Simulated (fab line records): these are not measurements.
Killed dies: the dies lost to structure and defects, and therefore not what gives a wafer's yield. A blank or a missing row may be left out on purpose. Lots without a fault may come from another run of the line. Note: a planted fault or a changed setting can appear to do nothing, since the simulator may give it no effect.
Struck lot and sound lot, side by side | flow sky130 | 17 steps out of a route of 708
Sound: these wafers, L396.1, L396.5, L396.6. Wafers L412.2, L412.3, L412.4 were the ones struck. The cause is given at the end.
Each step with rows lists, per side, the tool, then ch with its chambers, then its first start. Under that, the readings that differ: sound wafers | struck wafers | difference of the means | sigmas: that difference in standard deviations of wafers without a fault.
alike: readings whose means differ by less than 2 such deviations, and words and numbers that are the same on both sides. not compared: withheld readings, readings that some wafer has no value for, bounds like >300 that may hide the same value, and numbers for which the record gives no deviation and whose values overlap.
Wherever a step has rows on one side only, a row that says differs or no value, or a row with sigmas, the two part there. Numbers that have no deviation but don't overlap get no sigmas and don't part them. Lack of a reading on every wafer of one side parts them only where that side has two or more wafers.

SKY_VT_ADJUST_HVTP_OVL_MEAS_08:
  struck on overlay-01, day 11 04:35; sound on overlay-02, day 6 02:50
  alike: VT_ADJUST_HVTP_OVL
following that, these wafers have no rows for 1 step: SKY_VT_ADJUST_HVTP_IMPLANT_09.
SKY_VT_ADJUST_HVTP_STRIP_10: strips in O2/N2.
  sound on plasmaAsher-02 ch 0,1, day 6 03:02; struck on plasmaAsher-01 ch 0,1, day 11 04:46
  alike: drypumpMotorCurrentA, oesProductAu, stripTimeToEndpointS
  not compared: rfHoursCounterH
SKY_VT_ADJUST_HVTP_TW_MEAS_11:
  struck on filmMetro-02, day 11 04:53; sound on filmMetro-04, day 6 03:08
  alike: VT_ADJUST_HVTP_TW
then, 7 steps without rows for these wafers: SKY_VT_ADJUST_LVTN_DEHYDRATE_00 (time 60 s); SKY_VT_ADJUST_LVTN_HMDS_01 (prime time 60 s); SKY_VT_ADJUST_LVTN_COAT_02 (resist thk 3000 nm); SKY_VT_ADJUST_LVTN_SOFTBAKE_03; SKY_VT_ADJUST_LVTN_EXPOSE_04 (exposes mask NWM COMPLEMENT LESS NATIVE, target cd 840 nm); SKY_VT_ADJUST_LVTN_PEB_05; SKY_VT_ADJUST_LVTN_DEVELOP_06 (develop time 60 s).
SKY_VT_ADJUST_LVTN_OVL_MEAS_07:
  struck on overlay-02, day 12 04:02; sound on overlay-02, day 6 21:07
  alike: VT_ADJUST_LVTN_OVL
SKY_VT_ADJUST_LVTN_IMPLANT_08:
  sound on implanter-03 ch 0, day 6 21:10; struck on implanter-01 ch 0, day 12 04:25
reading          | sound                           | struck                           | difference  | sigmas
doseIonsCm2      | 1.567e+12 1.5699e+12 1.5693e+12 | 1.7125e+12 1.7109e+12 1.7093e+12 | +1.4217e+11 | +75
faradayCurrentUA | 8.70 8.75 8.57                  | 9.23 9.54 9.45                   | +0.73       | +4
  alike: beamEnergyKeV
SKY_VT_ADJUST_LVTN_STRIP_09: strips in O2/N2.
  sound on plasmaAsher-02 ch 0,1, day 6 21:19; struck on plasmaAsher-04 ch 0,1, day 12 04:32
  alike: drypumpMotorCurrentA, oesProductAu, stripTimeToEndpointS
  not compared: rfHoursCounterH
SKY_VT_ADJUST_LVTN_TW_MEAS_10:
  struck on filmMetro-04, day 12 04:39; sound on filmMetro-04, day 6 21:25
reading           | sound             | struck            | difference | sigmas
VT_ADJUST_LVTN_TW | 244.9 243.6 243.0 | 247.3 249.3 248.0 | +4.4       | +3
then, 1 step without rows for these wafers: SKY_VT_ADJUST_LVTN_DEHYDRATE_11 (time 60 s).
SKY_PAD_OPEN_PROBE_99:
  the record has rows for the sound wafers here (prober-02, day 45 10:07) and none for the struck ones

== WHERE THEY PART ==
Last at SKY_PAD_OPEN_PROBE_99 as far as this record goes, first at SKY_VT_ADJUST_LVTN_IMPLANT_08.

WHY: what had been put in by the simulator
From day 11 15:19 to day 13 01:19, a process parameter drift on implanter-01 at SKY_VT_ADJUST_LVTN_IMPLANT_08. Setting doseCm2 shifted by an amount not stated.
